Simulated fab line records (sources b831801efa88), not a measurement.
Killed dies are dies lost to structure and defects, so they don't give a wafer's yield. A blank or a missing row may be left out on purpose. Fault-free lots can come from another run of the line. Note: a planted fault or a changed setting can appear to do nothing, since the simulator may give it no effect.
A lot that was struck, set against a sound lot / flow sky130 / 16 steps out of a route of 708
Sound: the wafers L369.2, L369.4, L369.5. The struck wafers were L370.2, L370.4, L370.5. The cause is named last.
Per side, at each step with rows, come the tool, then ch with its chambers, and then its first start. Under that, the readings that differ: sound wafers / struck wafers / difference of the means / sigmas: that difference in standard deviations of wafers without a fault.
alike: words and numbers the same on both sides, and readings whose means are apart by under 2 such deviations; not compared: readings that were withheld, readings missing a value for some wafer, numbers with overlapping values and no deviation given by the record, and bounds like >300 which may hide the same value.
A row with sigmas, a row that says differs or no value, or rows on one side alone: a step with any of these is where the two part. Non-overlapping numbers with no deviation appear without sigmas and do not part them. Lack of a reading on every wafer of one side parts them only where that side has two or more wafers.

first, 5 steps without rows for these wafers: SKY_POLY_GATE_COAT_08 (resist thk 450 nm); SKY_POLY_GATE_SOFTBAKE_09 (time 90 s); SKY_POLY_GATE_EXPOSE_10 (exposes mask P1M, target cd 150 nm); SKY_POLY_GATE_PEB_11; SKY_POLY_GATE_DEVELOP_12 (develop time 60 s).
SKY_POLY_GATE_CD_MEAS_13 targets a cd of 150 nm.
  struck on cdSem-01, day 16 11:53; sound on cdSem-02, day 16 07:18
  alike: cdNm
SKY_POLY_GATE_OVL_MEAS_14:
  struck on overlay-01, day 16 12:00; sound on overlay-02, day 16 07:24
reading=POLY_GATE_OVL (nm); sound=-7 -7 -5; struck=9 4 10; difference=+14; sigmas=+2
SKY_POLY_GATE_ETCH_15: etches BARC in N2/H2, stops on SiO2, time 118.5 s, target depth 110 nm.
  sound on rieDiel-01 ch 0,1,3, day 16 07:26; struck on rieDiel-02 ch 0,1,2, day 16 12:02
  alike: drypumpMotorCurrentA, h2FlowSccm, oesProductAu, throttleValvePct
  not compared: rfHoursCounterH
SKY_POLY_GATE_ETCH_16: etches Si3N4 in CH3F/O2, stops on poly-Si, time 147.5 s, target depth 75 nm.
  sound on rieDiel-01 ch 0,1,3, day 16 07:31; struck on rieDiel-02 ch 0,1,2, day 16 12:07
  alike: drypumpMotorCurrentA, oesProductAu, throttleValvePct
  not compared: rfHoursCounterH
SKY_POLY_GATE_ETCH_17: etches poly-Si in HBr/Cl2, stops on SiO2, target depth 180 nm, time 70.5 s.
  sound on rieSi-02 ch 1,2,3, day 16 07:37; struck on rieSi-01 ch 0,1,3, day 16 12:13
  alike: HBr_flow_sccm, drypumpMotorCurrentA, heBacksideLeakSccm, oesProductAu, throttleValvePct
  not compared: rfHoursCounterH
SKY_POLY_GATE_STRIP_18: strips in O2/N2.
  sound on plasmaAsher-04 ch 0,1, day 16 07:40; struck on plasmaAsher-04 ch 0,1, day 16 12:16
  alike: drypumpMotorCurrentA, oesProductAu, stripTimeToEndpointS
  not compared: rfHoursCounterH
then, 1 step without rows for these wafers: SKY_POLY_GATE_CLEAN_19 (cleans in SC1/SC2, time 150 s).
SKY_POLY_GATE_OXIDATION_20: stabilise 600 s, purge 300 s, target thk 4 nm.
  sound on furnace-01 ch 0, day 16 14:02; struck on furnace-01 ch 0, day 16 16:48
  alike: zonePowerCentrePct, zonePowerLowerPct
SKY_POLY_GATE_THK_MEAS_21:
  struck on filmMetro-01, day 16 18:17; sound on filmMetro-04, day 16 15:18
reading=POLY_GATE_OXIDATION_THK (nm); sound=4.01 3.93 3.89; struck=6.68 6.73 6.68; difference=+2.75; sigmas=+38
SKY_POLY_GATE_CD_MEAS_22:
  struck on cdSem-02, day 16 21:05; sound on cdSem-01, day 16 15:23
  alike: cdNm
-- the record jumps here: 29 days lie between the struck wafers' starts before and after (it left off in module POLY_GATE and takes up again in module PAD_OPEN, whose first step shown is number 708 of the route) --
SKY_PAD_OPEN_PROBE_99:
  struck on prober-02, day 45 21:16; sound on prober-01, day 45 17:19
reading=model.etest.tipSonos.rsOhmSq; sound=2622 2628 2631; struck=3128 3173 3131; difference=+517; sigmas=
reading=model.etest.tipP.rsOhmSq; sound=6821 6771 6767; struck=7284 7237 7220; difference=+461; sigmas=
reading=model.etest.pfet_01v8.rOnOhmUm; sound=2816 2802 2837; struck=3111 3142 3077; difference=+292; sigmas=
reading=model.etest.resPdiff.lineOhmUm; sound=1376 1352 1368; struck=1450 1458 1459; difference=+90; sigmas=
reading=model.etest.tipN.rsOhmSq; sound=445.2 447.1 447.7; struck=489.6 489.1 487.9; difference=+42.2; sigmas=
reading=model.etest.nfet_01v8.rOnOhmUm; sound=827.5 844.2 831; struck=889.1 873.3 895.3; difference=+51.7; sigmas=
reading=model.etest.resNdiff.lineOhmUm; sound=764.5 752.7 759.6; struck=786.1 790.5 803.9; difference=+34.6; sigmas=
reading=model.etest.sonosUncharged.rOnOhmUm; sound=826.8 819 818.5; struck=849.5 845.7 848.6; difference=+26.5; sigmas=
  alike: killed_at_M0_to_M3, killed_at_M4_up, killedAtContacts, killedAtFrontEnd, killedAtOther, killedDies, killedOpen, killedShort

## WHERE THEY PART
At SKY_POLY_GATE_OVL_MEAS_14 first; at SKY_POLY_GATE_THK_MEAS_21 last (within this record only). Later steps at which nothing parts them and some readings are alike: SKY_POLY_GATE_CD_MEAS_22, SKY_PAD_OPEN_PROBE_99.

WHY: what the simulator had put in
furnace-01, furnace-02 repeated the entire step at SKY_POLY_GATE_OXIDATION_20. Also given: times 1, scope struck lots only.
